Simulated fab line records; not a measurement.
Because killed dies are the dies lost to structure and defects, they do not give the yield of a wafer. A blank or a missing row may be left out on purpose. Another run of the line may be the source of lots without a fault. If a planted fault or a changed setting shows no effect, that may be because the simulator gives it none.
A struck lot beside a sound one -- flow gf180mcu -- 14 steps out of a route of 602
Sound: wafers L653.2, L653.3, L653.4. Struck: wafers L643.1, L643.4, L643.6. The cause is named last.
At each step with rows: each side's tool, then ch and its chambers, then its first start. Under that, the readings that differ: sound wafers -- struck wafers -- difference of the means -- sigmas: that difference in standard deviations of wafers without a fault.
alike: readings with means less than 2 such deviations apart, plus words and numbers identical on both sides. not compared: withheld readings, readings lacking a value on some wafer, bounds such as >300 that could conceal the same value, and numbers that have no deviation in the record and whose values overlap.
Wherever a step has rows on one side only, a row that says differs or no value, or a row with sigmas, the two part there. Numbers that don't overlap but have no deviation are shown without sigmas and don't part them. A reading that every wafer of one side lacks parts them only if that side has two wafers or more.

GF_SALICIDE_RTA_08: time 30 s.
  sound on rtpAnneal-01 ch 0, day 21 18:07; struck on rtpAnneal-01 ch 0, day 18 14:59
  alike: annealTempCMax, lampPowerPct, wafer_temp_C_max
then, 1 step without rows for these wafers: GF_CONTACT_CVD_00 (deposits SiO2, target thk 300 nm, time 50 s).
GF_CONTACT_THK_MEAS_01:
  struck on filmMetro-04, day 18 15:08; sound on filmMetro-02, day 21 18:15
  alike: CONTACT_CVD_00_THK
GF_CONTACT_CVD_02: deposits SiO2 from TEOS, target thk 860 nm, time 95.992 s.
  sound on pecvd-04 ch 1,2, day 21 18:18; struck on pecvd-03 ch 0,1, day 18 15:12
  alike: heaterPowerW, susceptorTempC
  not compared: sinceWetCleanH
GF_CONTACT_THK_MEAS_03:
  struck on filmMetro-04, day 18 15:18; sound on filmMetro-04, day 21 18:23
  alike: CONTACT_CVD_02_THK
GF_CONTACT_CMP_04: polishes SiO2.
  sound on cmp-01 ch 0,1,3, day 21 18:26; struck on cmp-02 ch 0,2, day 18 15:22
  alike: headPressurePsi, motorCurrentA, retainingRingPressureFrac, timeToEndpointS
GF_CONTACT_BOW_MEAS_05:
  struck on filmMetro-02, day 18 15:40; sound on filmMetro-01, day 21 18:45
  alike: CONTACT_BOW
then, 5 steps without rows for these wafers: GF_CONTACT_DEHYDRATE_06 (time 60 s); GF_CONTACT_HMDS_07 (prime time 60 s); GF_CONTACT_COAT_08; GF_CONTACT_COAT_09 (resist thk 1000 nm); GF_CONTACT_SOFTBAKE_10 (time 60 s).
GF_CONTACT_EXPOSE_11: exposes mask Contact, target cd 220 nm.
  struck on krfScanner-01, day 19 04:20; sound on krfScanner-01 ch 0, day 22 07:02
  no value came back on the struck wafers for exposureDoseMJCm2, focusOffsetNm (nm); on the sound wafers exposureDoseMJCm2 reads 37.92 37.90 37.89
  alike: mask
then, 1 step without rows for these wafers: GF_CONTACT_PEB_12 (peb time 90 s).

== WHERE THEY PART ==
GF_CONTACT_EXPOSE_11 only, going by this record.

WHY: whatever the simulator had introduced
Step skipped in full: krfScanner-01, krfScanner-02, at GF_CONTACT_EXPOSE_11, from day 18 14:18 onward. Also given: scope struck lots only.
